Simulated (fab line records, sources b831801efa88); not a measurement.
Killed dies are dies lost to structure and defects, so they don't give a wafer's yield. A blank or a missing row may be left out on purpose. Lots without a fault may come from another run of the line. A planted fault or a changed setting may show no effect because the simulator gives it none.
fab line records | flow gf180mcu
record lots=5 wafers=15 last_day=34
route steps=602 shown TOP_METAL@567 PASSIVATION@587
lots that met no fault: from a run of the same line without faults
start_h: hours from the record's first day to the start of the lot's first wafer shown | wait_h: hours since the lot's step before | " the same as in the row above | L1.1+2: a row that stands for several wafers | - no value, or no start given | * or withheld: withheld | < > ~ a bound
route shown NAME@n: a module of which the file shows steps, and the number in the route of the first | usual: mean/standard deviation of fault-free wafers | same: alike in all rows | chamber/n: place in a boat | sites: the reading at each site | _std_site: their standard deviation | _edge_site: outer sites' mean less inner sites' | radius_mm: how far each site lies from the wafer's centre | mask NAME#n: copy n | behind: the tool/chamber that last shaped the wafer | hold: why the lot was held/for how many hours/how that ended | device: the transistor (n, p or np) that didn't switch | end of line: the same wafers' tests at the end of the route | a step without rows: its recipe alone | killed: dies lost to structure and defects at the first sort, not the wafer's yield | map: a wafer's dies, x killed, . not, _ none there
set.NAME: the setting as run; set.NAME@STEP: as run at that earlier step | model.NAME: the simulator's own value behind a step, which no gauge read
lots at some steps of the route; a table a step, a row a wafer
services: from which hour (start_h, from the record's first day; less than 0 if before it) a tool's chamber was out of use, for how many hours, and why
## steps
# step GF_TOP_METAL_SPUTTER_00
# recipe material=Ti target_thk_nm=37.5 arriving_ion_energy_ev=80 substrate_temp_c=200 chamber_pressure_pa=2 power_w=4000 time_s=150
# usual throttle_valve_pct=30.0/0.73
# columns lot.wafer tool chamber start_h wait_h throttle_valve_pct
L075.1 pvd_sputter-03 - 642.66 0.1 28.8
L075.5 " - " " 30.2
L075.6 " - " " 28.8
L081.2 pvd_sputter-04 - 698.19 0.1 30.1
L081.4 " - " " 29.6
L081.5 " - " " 30.4
L085.1 pvd_sputter-04 - 719.98 0.1 30.2
L085.2 " - " " 29.7
L085.3 " - " " 30.0
L091.3 pvd_sputter-02 - 755.52 0.1 29.8
L091.5 " - " " 31.0
L091.6 " - " " 28.8
L097.2 pvd_sputter-02 - 786.86 0.1 31.0
L097.3 " - " " 29.9
L097.5 " - " " 29.8
# step GF_TOP_METAL_SPUTTER_01
# recipe material=TiN target_thk_nm=30 power_w=6500 time_s=25 chamber_pressure_pa=0.4
# usual throttle_valve_pct=30.0/0.74
# columns lot.wafer tool chamber start_h wait_h throttle_valve_pct
L075.1 pvd_sputter-03 - 642.76 0.1 28.7
L075.5 " - " " 29.9
L075.6 " - " " 28.7
L081.2 pvd_sputter-04 - 698.29 0.1 30.1
L081.4 " - " " 29.6
L081.5 " - " " 30.0
L085.1 pvd_sputter-04 - 720.09 0.1 30.0
L085.2 " - " " 29.7
L085.3 " - " " 29.8
L091.3 pvd_sputter-02 - 755.62 0.1 29.7
L091.5 " - " " 30.9
L091.6 " - " " 28.5
L097.2 pvd_sputter-02 - 786.96 0.1 30.8
L097.3 " - " " 29.6
L097.5 " - " " 29.8
# step GF_TOP_METAL_SPUTTER_02
# recipe material=AlCu target_thk_nm=900 power_w=10600 chamber_pressure_pa=0.3 substrate_temp_c=250 gas=Ar time_s=47.82
# usual throttle_valve_pct=30.0/0.73
# columns lot.wafer tool chamber start_h wait_h throttle_valve_pct
L075.1 pvd_sputter-03 - 642.79 0.0 29.1
L075.5 " - " " 30.0
L075.6 " - " " 29.0
L081.2 pvd_sputter-04 - 698.32 0.0 29.8
L081.4 " - " " 29.6
L081.5 " - " " 30.2
L085.1 pvd_sputter-04 - 720.13 0.0 30.5
L085.2 " - " " 30.3
L085.3 " - " " 29.8
L091.3 pvd_sputter-02 - 755.65 0.0 30.0
L091.5 " - " " 30.9
L091.6 " - " " 28.6
L097.2 pvd_sputter-02 - 786.99 0.0 30.6
L097.3 " - " " 29.9
L097.5 " - " " 29.9
# step GF_TOP_METAL_SPUTTER_03
# recipe material=Ti target_thk_nm=5 substrate_temp_c=300 chamber_pressure_pa=0.3 power_w=3000 time_s=3.3
# usual throttle_valve_pct=30.0/0.73
# columns lot.wafer tool chamber start_h wait_h throttle_valve_pct
L075.1 pvd_sputter-03 - 642.84 0.0 28.7
L075.5 " - " " 30.0
L075.6 " - " " 28.8
L081.2 pvd_sputter-04 - 698.37 0.0 29.8
L081.4 " - " " 29.3
L081.5 " - " " 30.0
L085.1 pvd_sputter-04 - 720.17 0.0 30.1
L085.2 " - " " 30.0
L085.3 " - " " 29.9
L091.3 pvd_sputter-02 - 755.69 0.0 29.8
L091.5 " - " " 30.8
L091.6 " - " " 28.4
L097.2 pvd_sputter-02 - 787.03 0.0 31.1
L097.3 " - " " 29.8
L097.5 " - " " 30.1
# step GF_TOP_METAL_SPUTTER_04
# recipe material=TiN target_thk_nm=25 power_w=6500 time_s=20.8 chamber_pressure_pa=0.4
# usual throttle_valve_pct=30.0/0.71
# columns lot.wafer tool chamber start_h wait_h throttle_valve_pct
L075.1 pvd_sputter-03 - 642.85 0.0 28.9
L075.5 " - " " 29.9
L075.6 " - " " 29.0
L081.2 pvd_sputter-04 - 698.39 0.0 29.9
L081.4 " - " " 29.9
L081.5 " - " " 30.3
L085.1 pvd_sputter-04 - 720.20 0.0 30.4
L085.2 " - " " 29.9
L085.3 " - " " 30.1
L091.3 pvd_sputter-02 - 755.71 0.0 29.8
L091.5 " - " " 31.1
L091.6 " - " " 28.4
L097.2 pvd_sputter-02 - 787.05 0.0 31.0
L097.3 " - " " 29.9
L097.5 " - " " 30.0
# step GF_TOP_METAL_RS_MEAS_05
# recipe thk_meas_gauge=four-point-probe reads=TiN_of_TOP_METAL_SPUTTER_04+Ti_of_TOP_METAL_SPUTTER_03+AlCu_of_TOP_METAL_SPUTTER_02+TiN_of_TOP_METAL_SPUTTER_01+Ti_of_TOP_METAL_SPUTTER_00
# usual TOP_METAL_ALCU_RS=0.0328/0.00043
# columns lot.wafer tool chamber start_h wait_h TOP_METAL_ALCU_RS[ohm/sq]
L075.1 film_metro-03 - 642.88 0.0 0.0317
L075.5 " - " " 0.0322
L075.6 " - " " 0.0320
L081.2 film_metro-01 - 698.43 0.0 0.0329
L081.4 " - " " 0.0330
L081.5 " - " " 0.0331
L085.1 film_metro-02 - 720.23 0.0 0.0327
L085.2 " - " " 0.0320
L085.3 " - " " 0.0322
L091.3 film_metro-02 - 755.78 0.1 0.0323
L091.5 " - " " 0.0326
L091.6 " - " " 0.0324
L097.2 film_metro-02 - 787.10 0.0 0.0335
L097.3 " - " " 0.0334
L097.5 " - " " 0.0333
# step GF_TOP_METAL_THK_MEAS_06
# recipe thk_meas_gauge=xrf reads=AlCu_of_TOP_METAL_SPUTTER_02
# usual TOP_METAL_ALCU_THK=908/12
# columns lot.wafer tool chamber start_h wait_h TOP_METAL_ALCU_THK[nm]
L075.1 film_metro-03 - 643.00 0.1 933
L075.5 " - " " 920
L075.6 " - " " 927
L081.2 film_metro-01 - 698.54 0.1 911
L081.4 " - " " 906
L081.5 " - " " 906
L085.1 film_metro-02 - 720.35 0.1 914
L085.2 " - " " 931
L085.3 " - " " 927
L091.3 film_metro-02 - 755.88 0.1 925
L091.5 " - " " 915
L091.6 " - " " 924
L097.2 film_metro-02 - 787.21 0.1 890
L097.3 " - " " 896
L097.5 " - " " 896
# step GF_TOP_METAL_DEHYDRATE_07
# recipe temp_c=200 time_s=60
# usual heater_power_total_W=160.37/0.13
# columns lot.wafer tool chamber start_h wait_h heater_power_total_W
L075.1 litho_track-04 0 652.33 9.3 160.41
L075.5 " 0 " " 160.48
L075.6 " 0 " " 160.40
L081.2 litho_track-02 0 707.23 8.7 160.30
L081.4 " 0 " " 160.63
L081.5 " 0 " " 160.54
L085.1 litho_track-04 0 728.88 8.5 160.31
L085.2 " 0 " " 160.40
L085.3 " 0 " " 160.18
L091.3 litho_track-02 0 763.61 7.7 160.36
L091.5 " 0 " " 160.47
L091.6 " 0 " " 160.36
L097.2 litho_track-01 0 794.47 7.3 160.46
L097.3 " 0 " " 160.60
L097.5 " 0 " " 160.38
# step GF_TOP_METAL_HMDS_08
# recipe prime_time_s=60 prime_temp_c=120
# columns lot.wafer tool chamber start_h wait_h
L075.1+5+6 litho_track-04 0 652.48 0.1
L081.2+4+5 litho_track-02 0 707.38 0.1
L085.1+2+3 litho_track-04 0 729.03 0.1
L091.3+5+6 litho_track-02 0 763.76 0.1
L097.2+3+5 litho_track-01 0 794.62 0.1
# step GF_TOP_METAL_COAT_09
# recipe resist=NOVOLAK spin_rpm=3000 resist_thk_nm=1500
# columns lot.wafer tool chamber start_h wait_h
L075.1+5+6 litho_track-04 0 652.63 0.1
L081.2+4+5 litho_track-02 0 707.53 0.1
L085.1+2+3 litho_track-04 0 729.18 0.1
L091.3+5+6 litho_track-02 0 763.91 0.1
L097.2+3+5 litho_track-01 0 794.77 0.1
# step GF_TOP_METAL_SOFTBAKE_10
# recipe temp_c=90 time_s=60 resist=NOVOLAK
# usual heater_power_total_W=56.59/0.047
# columns lot.wafer tool chamber start_h wait_h heater_power_total_W
L075.1 litho_track-04 0 652.78 0.1 56.45
L075.5 " 0 " " 56.62
L075.6 " 0 " " 56.56
L081.2 litho_track-02 0 707.68 0.1 56.53
L081.4 " 0 " " 56.61
L081.5 " 0 " " 56.61
L085.1 litho_track-04 0 729.33 0.1 56.57
L085.2 " 0 " " 56.66
L085.3 " 0 " " 56.57
L091.3 litho_track-02 0 764.06 0.1 56.65
L091.5 " 0 " " 56.51
L091.6 " 0 " " 56.63
L097.2 litho_track-01 0 794.92 0.1 56.65
L097.3 " 0 " " 56.61
L097.5 " 0 " " 56.57
# step GF_TOP_METAL_EXPOSE_11
# recipe mask_id=MetalTop target_cd_nm=440 na=0.6 source_shape=conventional sigma_outer=0.6 dose_mj=170
# usual focus_offset_nm=0.0/0.59 stage_vel_mm_s=500.00/0.27
# columns lot.wafer tool chamber start_h wait_h mask focus_offset_nm stage_vel_mm_s
L075.1 iline_stepper-02 0 - - MetalTop#0 0.1 500.30
L075.5 " 0 " " MetalTop#0 -0.3 500.03
L075.6 " 0 " " MetalTop#0 1.3 500.26
L081.2 iline_stepper-01 0 - - MetalTop#0 0.2 499.64
L081.4 " 0 " " MetalTop#0 -0.5 499.81
L081.5 " 0 " " MetalTop#0 -0.7 499.77
L085.1 iline_stepper-02 0 - - MetalTop#0 -0.7 499.60
L085.2 " 0 " " MetalTop#0 0.2 499.09
L085.3 " 0 " " MetalTop#0 -0.8 499.68
L091.3 iline_stepper-02 0 - - MetalTop#0 0.6 499.88
L091.5 " 0 " " MetalTop#0 0.2 500.24
L091.6 " 0 " " MetalTop#0 0.8 499.90
L097.2 iline_stepper-01 0 - - MetalTop#0 0.0 499.75
L097.3 " 0 " " MetalTop#0 -1.3 500.02
L097.5 " 0 " " MetalTop#0 -0.3 500.23
# step GF_TOP_METAL_PEB_12
# recipe temp_c=withheld time_s=* resist=NOVOLAK
# columns lot.wafer tool chamber start_h wait_h
L075.1+5+6 litho_track-02 0 - -
L081.2+4+5 litho_track-04 0 - -
L085.1+2+3 litho_track-01 0 - -
L091.3+5+6 litho_track-04 0 - -
L097.2+3+5 litho_track-01 0 - -
# step GF_TOP_METAL_DEVELOP_13
# recipe develop_time_s=60 dev_temp_c=23
# columns lot.wafer tool chamber start_h wait_h
L075.1+5+6 litho_track-02 0 662.21 0.1
L081.2+4+5 litho_track-04 0 716.56 0.1
L085.1+2+3 litho_track-01 0 738.14 0.1
L091.3+5+6 litho_track-04 0 771.98 0.1
L097.2+3+5 litho_track-01 0 802.47 0.1
# step GF_TOP_METAL_CD_MEAS_14
# recipe target_cd_nm=440
# usual cd_nm=440.8/2.2
# columns lot.wafer tool chamber start_h wait_h cd_nm
L075.1 cd_sem-01 - 662.36 0.1 444.9
L075.5 " - " " 445.4
L075.6 " - " " 446.8
L081.2 cd_sem-01 - 716.70 0.1 441.2
L081.4 " - " " 440.7
L081.5 " - " " 442.7
L085.1 cd_sem-01 - 738.29 0.1 444.6
L085.2 " - " " 445.0
L085.3 " - " " 445.5
L091.3 cd_sem-01 - 772.19 0.2 441.3
L091.5 " - " " 439.3
L091.6 " - " " 440.3
L097.2 cd_sem-01 - 802.61 0.1 440.6
L097.3 " - " " 440.3
L097.5 " - " " 441.0
# step GF_TOP_METAL_OVL_MEAS_15
# usual TOP_METAL_OVL=0.1/1.9
# columns lot.wafer tool chamber start_h wait_h TOP_METAL_OVL[nm]
L075.1 overlay-01 - 662.48 0.1 4.0
L075.5 " - " " 2.3
L075.6 " - " " 0.7
L081.2 overlay-02 - 716.81 0.1 -1.3
L081.4 " - " " -1.0
L081.5 " - " " 0.9
L085.1 overlay-01 - 738.41 0.1 1.1
L085.2 " - " " 1.0
L085.3 " - " " 2.4
L091.3 overlay-01 - 772.28 0.1 2.0
L091.5 " - " " 0.8
L091.6 " - " " 1.2
L097.2 overlay-01 - 802.72 0.1 0.5
L097.3 " - " " 0.0
L097.5 " - " " 0.6
# step GF_TOP_METAL_METAL_ETCH_16
# recipe chemistry=Cl2/BCl3 mask_material=NOVOLAK target_depth_nm=1197 stop_on=SiO2 pressure_mtorr=8 icp_w=800 bias_w=140 Cl2_flow_sccm=80 bcl3_flow_sccm=40 time_s=199.5
# usual drypump_motor_current_A=5.7/0.42 he_backside_leak_sccm=3.28/0.19 oes_product_au=0.987/0.0093 throttle_valve_pct=28.234/0.012
# columns lot.wafer tool chamber start_h wait_h drypump_motor_current_A he_backside_leak_sccm oes_product_au rf_hours_counter_h throttle_valve_pct
L075.1 rie_metal-03 1 662.51 0.0 5.6 3.16 0.968 13 28.253
L075.5 " 0 " " 5.0 3.56 0.985 - 28.233
L075.6 " 1 " " 5.6 3.33 0.979 - 28.241
L081.2 rie_metal-02 1 716.84 0.0 6.2 3.51 0.989 8 28.238
L081.4 " 0 " " 5.9 3.08 0.985 - 28.216
L081.5 " 1 " " 6.2 3.48 0.981 - 28.232
L085.1 rie_metal-03 1 738.45 0.0 5.6 3.22 0.997 1 28.223
L085.2 " 1 " " 5.6 3.25 0.988 - 28.227
L085.3 " 1 " " 5.6 3.45 0.994 - 28.222
L091.3 rie_metal-04 1 772.37 0.1 5.3 3.34 0.967 - 28.247
L091.5 " 1 " " 5.4 3.43 0.962 - 28.251
L091.6 " 0 " " 6.1 3.32 0.997 - 28.237
L097.2 rie_metal-02 1 802.75 0.0 6.2 3.60 0.983 13 28.235
L097.3 " 0 " " 5.9 3.06 0.991 - 28.224
L097.5 " 1 " " 6.2 3.55 0.986 - 28.223
# step GF_TOP_METAL_STRIP_17
# recipe chemistry=O2/N2 power_w=1400 pressure_mtorr=1500 platen_temp_c=250 o2_flow_sccm=3000 n2_flow_sccm=300 overash_fraction=0.5
# usual drypump_motor_current_A=5.7/0.39 heater_power_w=349/44 oes_product_au=0.710/0.0046 strip_time_to_endpoint_s=12.95/0.11
# columns lot.wafer tool chamber start_h wait_h drypump_motor_current_A heater_power_w oes_product_au rf_hours_counter_h strip_time_to_endpoint_s
L075.1 plasma_asher-03 1 662.70 0.1 5.8 378 0.718 57 13.03
L075.5 " 0 " " 5.9 318 0.702 - 12.90
L075.6 " 1 " " 5.8 374 0.715 - 13.05
L081.2 plasma_asher-03 0 717.03 0.1 5.9 328 0.704 62 13.04
L081.4 " 1 " " 5.8 384 0.720 - 13.01
L081.5 " 0 " " 5.8 314 0.710 - 12.96
L085.1 plasma_asher-03 1 738.83 0.3 5.8 368 0.702 65 12.84
L085.2 " 0 " " 5.9 320 0.712 65 12.86
L085.3 " 0 " " 5.9 325 0.711 - 12.85
L091.3 plasma_asher-03 0 772.53 0.1 5.9 330 0.709 - 13.23
L091.5 " 1 " " 5.8 378 0.713 - 13.20
L091.6 " 0 " " 5.9 315 0.703 - 12.79
L097.2 plasma_asher-03 0 802.94 0.1 5.9 318 0.706 71 13.02
L097.3 " 0 " " 5.9 315 0.715 - 12.89
L097.5 " 0 " " 5.8 318 0.710 - 12.93
# step GF_TOP_METAL_STRIP_18
# recipe chemistry=post_etch_residue_remover time_s=1200 temp_c=72.5
# usual bath_guard_temp_C=72.4/0.47
# columns lot.wafer tool chamber start_h wait_h bath_guard_temp_C
L075.1 wet_bench-01 1 662.80 0.1 72.9
L075.5 " 1 " " 72.8
L075.6 " 1 " " 72.9
L081.2 wet_bench-03 3 717.13 0.1 72.9
L081.4 " 3 " " 72.4
L081.5 " 3 " " 72.6
L085.1 wet_bench-01 1 738.93 0.1 72.7
L085.2 " 1 " " 72.6
L085.3 " 1 " " 72.7
L091.3 wet_bench-03 1 772.65 0.1 71.8
L091.5 " 1 " " 71.8
L091.6 " 1 " " 71.9
L097.2 wet_bench-01 3 803.05 0.1 72.1
L097.3 " 3 " " 72.4
L097.5 " 3 " " 72.3
# step GF_TOP_METAL_CLEAN_19
# recipe chemistry=DIW dry=n2_spin
# columns lot.wafer tool chamber start_h wait_h
L075.1+5+6 wet_bench-01 1 663.15 0.0
L081.2+4+5 wet_bench-01 2 717.47 0.0
L085.1+2+3 wet_bench-03 1 739.31 0.0
L091.3+5+6 wet_bench-02 2 773.03 0.0
L097.2+3+5 wet_bench-02 1 803.39 0.0
# step GF_PASSIVATION_CVD_00
# recipe material=SiO2 target_thk_nm=1000 precursor=TEOS temp_c=400 time_s=111.95 rf_w=600
# usual heater_power_outer_w=382/54 heater_power_w=658/85
# columns lot.wafer tool chamber start_h wait_h heater_power_outer_w heater_power_w
L075.1 pecvd-03 2 663.24 0.0 498 829
L075.5 " 2 " " 375 674
L075.6 " 0 " " 295 511
L081.2 pecvd-04 1 717.56 0.0 360 631
L081.4 " 0 " " 414 770
L081.5 " 2 " " 439 731
L085.1 pecvd-03 1 739.40 0.0 309 542
L085.2 " 0 " " 348 566
L085.3 " 2 " " 491 849
L091.3 pecvd-04 0 773.12 0.0 374 706
L091.5 " 0 " " 407 739
L091.6 " 2 " " 401 692
L097.2 pecvd-03 1 803.48 0.0 363 613
L097.3 " 2 " " 491 807
L097.5 " 1 " " 387 652
# step GF_PASSIVATION_THK_MEAS_01
# recipe reads=SiO2_of_PASSIVATION_CVD_00
# usual PASSIVATION_CVD_00_THK=1003/12
# columns lot.wafer tool chamber start_h wait_h PASSIVATION_CVD_00_THK[nm]
L075.1 film_metro-04 - 663.32 0.0 992
L075.5 " - " " 1014
L075.6 " - " " 1030
L081.2 film_metro-01 - 717.65 0.0 994
L081.4 " - " " 1005
L081.5 " - " " 1010
L085.1 film_metro-01 - 739.48 0.0 995
L085.2 " - " " 988
L085.3 " - " " 974
L091.3 film_metro-04 - 773.22 0.1 990
L091.5 " - " " 1015
L091.6 " - " " 1012
L097.2 film_metro-03 - 803.57 0.0 1018
L097.3 " - " " 989
L097.5 " - " " 1013
# step GF_PASSIVATION_CVD_02
# recipe material=Si3N4 target_thk_nm=700 time_s=486.18 temp_c=400 rf_w=450
# usual heater_power_outer_w=418/55 heater_power_w=704/87
# columns lot.wafer tool chamber start_h wait_h heater_power_outer_w heater_power_w
L075.1 pecvd-02 0 663.38 0.1 492 831
L075.5 " 2 " " 448 702
L075.6 " 0 " " 381 693
L081.2 pecvd-02 2 717.70 0.0 471 727
L081.4 " 2 " " 483 759
L081.5 " 0 " " 431 756
L085.1 pecvd-04 1 739.54 0.1 368 632
L085.2 " 2 " " 410 692
L085.3 " 0 " " 363 702
L091.3 pecvd-02 2 773.26 0.0 493 749
L091.5 " 0 " " 479 823
L091.6 " 1 " " 337 574
L097.2 pecvd-02 0 803.62 0.0 398 701
L097.3 " 1 " " 310 543
L097.5 " 2 " " 370 613
# step GF_PASSIVATION_THK_MEAS_03
# recipe reads=Si3N4_of_PASSIVATION_CVD_02
# usual PASSIVATION_CVD_02_THK=700/11
# columns lot.wafer tool chamber start_h wait_h PASSIVATION_CVD_02_THK[nm]
L075.1 film_metro-04 - 663.66 0.1 705
L075.5 " - " " 697
L075.6 " - " " 719
L081.2 film_metro-01 - 718.00 0.2 676
L081.4 " - " " 691
L081.5 " - " " 701
L085.1 film_metro-01 - 739.82 0.1 695
L085.2 " - " " 705
L085.3 " - " " 706
L091.3 film_metro-03 - 773.56 0.2 691
L091.5 " - " " 719
L091.6 " - " " 708
L097.2 film_metro-01 - 803.92 0.2 706
L097.3 " - " " 698
L097.5 " - " " 704
# step GF_PASSIVATION_DEHYDRATE_04
# recipe temp_c=200 time_s=60
# usual heater_power_total_W=160.38/0.13
# columns lot.wafer tool chamber start_h wait_h heater_power_total_W
L075.1 litho_track-03 0 671.78 8.1 160.29
L075.5 " 0 " " 160.26
L075.6 " 0 " " 160.53
L081.2 litho_track-02 0 726.23 8.2 160.36
L081.4 " 0 " " 160.26
L081.5 " 0 " " 160.36
L085.1 litho_track-01 0 747.74 7.9 160.38
L085.2 " 0 " " 160.47
L085.3 " 0 " " 160.56
L091.3 litho_track-01 0 780.59 7.0 160.53
L091.5 " 0 " " 160.28
L091.6 " 0 " " 160.40
L097.2 litho_track-03 0 810.95 7.0 160.34
L097.3 " 0 " " 160.14
L097.5 " 0 " " 160.42
# step GF_PASSIVATION_HMDS_05
# recipe prime_time_s=60 prime_temp_c=120
# columns lot.wafer tool chamber start_h wait_h
L075.1+5+6 litho_track-03 0 671.93 0.1
L081.2+4+5 litho_track-02 0 726.38 0.1
L085.1+2+3 litho_track-01 0 747.89 0.1
L091.3+5+6 litho_track-01 0 780.74 0.1
L097.2+3+5 litho_track-03 0 811.10 0.1
# step GF_PASSIVATION_COAT_06
# recipe spin_rpm=2000 resist_thk_nm=4000
# columns lot.wafer tool chamber start_h wait_h
L075.1+5+6 litho_track-03 0 672.08 0.1
L081.2+4+5 litho_track-02 0 726.53 0.1
L085.1+2+3 litho_track-01 0 748.04 0.1
L091.3+5+6 litho_track-01 0 780.89 0.1
L097.2+3+5 litho_track-03 0 811.25 0.1
# step GF_PASSIVATION_SOFTBAKE_07
# recipe temp_c=110 time_s=withheld
# usual heater_power_total_W=65.30/0.15
# columns lot.wafer tool chamber start_h wait_h heater_power_total_W
L075.1 litho_track-03 0 672.23 0.1 65.15
L075.5 " 0 " " 65.19
L075.6 " 0 " " 65.09
L081.2 litho_track-02 0 726.69 0.1 65.28
L081.4 " 0 " " 65.37
L081.5 " 0 " " 65.22
L085.1 litho_track-01 0 748.19 0.1 65.27
L085.2 " 0 " " 65.15
L085.3 " 0 " " 65.03
L091.3 litho_track-01 0 781.06 0.1 65.44
L091.5 " 0 " " 65.18
L091.6 " 0 " " 65.23
L097.2 litho_track-03 0 811.41 0.1 65.33
L097.3 " 0 " " 65.36
L097.5 " 0 " " 65.26
# step GF_PASSIVATION_EXPOSE_08
# recipe mask_id=Pad target_cd_nm=40000 na=0.57 dose_mj=310
# usual focus_offset_nm=-0.1/0.47 stage_vel_mm_s=499.94/0.27
# columns lot.wafer tool chamber start_h wait_h mask focus_offset_nm stage_vel_mm_s
L075.1 iline_stepper-01 0 - - Pad#0 -0.2 500.08
L075.5 " 0 " " Pad#0 -0.6 499.79
L075.6 " 0 " " Pad#0 -0.3 499.94
L081.2 iline_stepper-01 0 - - Pad#0 -0.2 500.19
L081.4 " 0 " " Pad#0 -0.1 500.27
L081.5 " 0 " " Pad#0 0.3 499.90
L085.1 iline_stepper-01 0 - - Pad#0 -0.1 499.99
L085.2 " 0 " " Pad#0 0.4 500.06
L085.3 " 0 " " Pad#0 0.3 499.71
L091.3 iline_stepper-01 0 - - Pad#0 0.1 499.95
L091.5 " 0 " " Pad#0 -1.0 499.52
L091.6 " 0 " " Pad#0 -0.5 500.12
L097.2 iline_stepper-02 0 - - Pad#0 -0.6 499.93
L097.3 " 0 " " Pad#0 -0.2 500.13
L097.5 " 0 " " Pad#0 -0.1 500.10
# step GF_PASSIVATION_PEB_09
# recipe temp_c=115 time_s=withheld
# usual heater_power_total_W=69.34/0.13
# columns lot.wafer tool chamber start_h wait_h heater_power_total_W
L075.1 litho_track-02 0 - - 69.50
L075.5 " 0 " " 69.21
L075.6 " 0 " " 69.19
L081.2 litho_track-01 0 - - 69.13
L081.4 " 0 " " 69.24
L081.5 " 0 " " 69.24
L085.1 litho_track-02 0 - - 69.44
L085.2 " 0 " " 69.38
L085.3 " 0 " " 69.36
L091.3 litho_track-03 0 - - 69.19
L091.5 " 0 " " 69.44
L091.6 " 0 " " 69.54
L097.2 litho_track-02 0 - - 69.29
L097.3 " 0 " " 69.48
L097.5 " 0 " " 69.36
# step GF_PASSIVATION_DEVELOP_10
# recipe develop_time_s=60 dev_temp_c=23
# columns lot.wafer tool chamber start_h wait_h
L075.1+5+6 litho_track-02 0 - -
L081.2+4+5 litho_track-01 0 - -
L085.1+2+3 litho_track-02 0 - -
L091.3+5+6 litho_track-03 0 - -
L097.2+3+5 litho_track-02 0 - -
# step GF_PASSIVATION_ETCH_11
# recipe chemistry=CF4/O2 target_depth_nm=2040 stop_on=TiN source_w=800 bias_w=150 pressure_mtorr=150 cf4_flow_sccm=80 O2_flow_sccm=10 time_s=453.3
# usual drypump_motor_current_A=5.7/0.53 oes_product_au=0.990/0.0071 throttle_valve_pct=5.968/0.0094
# columns lot.wafer tool chamber start_h wait_h drypump_motor_current_A oes_product_au rf_hours_counter_h throttle_valve_pct
L075.1 rie_diel-03 2 681.96 - 5.8 0.987 3 5.978
L075.5 " 0 " " 5.4 0.991 - 5.963
L075.6 " 1 " " 5.6 0.998 - 5.976
L081.2 rie_diel-03 1 735.39 - 5.6 0.989 28 5.969
L081.4 " 2 " " 5.8 0.981 6 5.958
L081.5 " 2 " " 5.7 0.983 - 5.965
L085.1 rie_diel-03 3 757.31 - 6.4 0.987 27 5.968
L085.2 " 0 " " 5.4 0.991 15 5.974
L085.3 " 1 " " 5.7 0.988 29 5.971
L091.3 rie_diel-03 3 789.23 - 6.4 0.987 28 5.949
L091.5 " 0 " " 5.4 0.988 - 5.965
L091.6 " 3 " " 6.4 0.981 - 5.977
L097.2 rie_diel-02 0 818.70 - 5.8 0.980 16 5.943
L097.3 " 2 " " 4.8 1.000 23 5.963
L097.5 " 2 " " 4.8 0.990 - 5.964
# step GF_PASSIVATION_STRIP_12
# recipe chemistry=O2/N2 power_w=1400 pressure_mtorr=1500 platen_temp_c=250 o2_flow_sccm=3000 n2_flow_sccm=300 overash_fraction=0.5
# usual drypump_motor_current_A=5.6/0.34 heater_power_w=339/41 oes_product_au=0.719/0.0046 strip_time_to_endpoint_s=32.9/0.33
# columns lot.wafer tool chamber start_h wait_h drypump_motor_current_A heater_power_w oes_product_au rf_hours_counter_h strip_time_to_endpoint_s
L075.1 plasma_asher-04 1 682.23 0.1 5.6 293 0.720 93 33.4
L075.5 " 0 " " 5.6 325 0.726 - 33.2
L075.6 " 1 " " 5.6 296 0.716 - 32.8
L081.2 plasma_asher-04 1 735.66 0.1 5.6 300 0.727 98 32.9
L081.4 " 0 " " 5.6 321 0.719 - 33.2
L081.5 " 1 " " 5.7 308 0.717 - 33.3
L085.1 plasma_asher-04 1 757.57 0.1 5.7 296 0.721 101 33.3
L085.2 " 0 " " 5.6 325 0.728 101 33.2
L085.3 " 0 " " 5.6 330 0.713 - 33.0
L091.3 plasma_asher-04 1 789.53 0.2 5.7 302 0.721 - 33.2
L091.5 " 1 " " 5.6 302 0.723 - 32.9
L091.6 " 0 " " 5.6 328 0.710 - 33.1
L097.2 plasma_asher-01 0 818.97 0.1 6.2 387 0.725 8 33.0
L097.3 " 1 " " 5.3 282 0.713 - 32.4
L097.5 " 0 " " 6.2 379 0.719 - 32.8
# step GF_PASSIVATION_ANNEAL_13
# recipe temp_c=400 time_s=1800 ambient=N2/H2 idle_temp_c=300 ramp_up_c_per_min=10 ramp_down_c_per_min=3
# usual ramp_up_c_per_min=9.9999/0.0017 tube_center_temp_C=399.99/0.035
# columns lot.wafer tool chamber start_h wait_h ramp_up_c_per_min tube_center_temp_C
L075.1 furnace-01 0 683.62 1.4 10.001 400.06
L075.5 " 0 " " 10.002 400.02
L075.6 " 0 " " 9.9999 399.99
L081.2 furnace-02 0 735.76 0.1 10.000 400.02
L081.4 " 0 " " 9.9992 399.97
L081.5 " 0 " " 10.0000 400.01
L085.1 furnace-02 0 757.67 0.1 10.002 400
L085.2 " 0 " " 9.9981 400.01
L085.3 " 0 " " 10.001 399.95
L091.3 furnace-02 0 789.59 0.0 10.002 400.02
L091.5 " 0 " " 10.002 399.95
L091.6 " 0 " " 10.002 400
L097.2 furnace-02 0 819.07 0.1 9.9998 399.93
L097.3 " 0 " " 9.9998 399.96
L097.5 " 0 " " 10.002 399.99
# step GF_PASSIVATION_BOW_MEAS_14
# recipe mode=bow
# usual PASSIVATION_BOW=139/9.9
# columns lot.wafer tool chamber start_h wait_h PASSIVATION_BOW[um]
L075.1 film_metro-03 - 685.12 0.0 130
L075.5 " - " " 133
L075.6 " - " " 130
L081.2 film_metro-01 - 737.28 0.0 140
L081.4 " - " " 150
L081.5 " - " " 151
L085.1 film_metro-04 - 759.17 0.0 159
L085.2 " - " " 147
L085.3 " - " " 138
L091.3 film_metro-01 - 791.13 0.0 134
L091.5 " - " " 146
L091.6 " - " " 162
L097.2 film_metro-04 - 820.67 0.1 148
L097.3 " - " " 142
L097.5 " - " " 136
## services
# columns tool chamber start_h hours kind
furnace-02 - 619.91 38.7 pm
rie_metal-03 - 626.42 2.8 pm
rie_diel-03 2 635.24 3.0 repair
rie_diel-03 1 638.77 4.5 repair
rie_metal-03 0 642.22 1.0 repair
iline_stepper-01 - 646.52 1.7 pm
iline_stepper-01 - 651.14 6.9 repair
pecvd-03 - 666.80 2.3 repair
wet_bench-02 - 672.14 4.8 repair
pvd_sputter-02 - 678.66 1.8 repair
pvd_sputter-02 - 694.15 0.6 repair
pecvd-03 - 705.02 28.1 pm
furnace-02 - 705.30 7.7 pm
pvd_sputter-04 - 727.57 3.2 repair
pvd_sputter-02 - 733.24 1.2 repair
pvd_sputter-03 - 742.57 0.6 repair
wet_bench-01 - 754.28 1.7 repair
pecvd-02 2 758.96 8.4 repair
furnace-02 - 771.48 3.3 pm
pvd_sputter-03 - 775.40 6.0 repair
wet_bench-03 - 789.26 4.4 repair
iline_stepper-01 - 792.60 2.1 pm
pecvd-04 - 799.40 14.0 pm
pvd_sputter-04 - 803.01 4.1 repair
## key
fault none
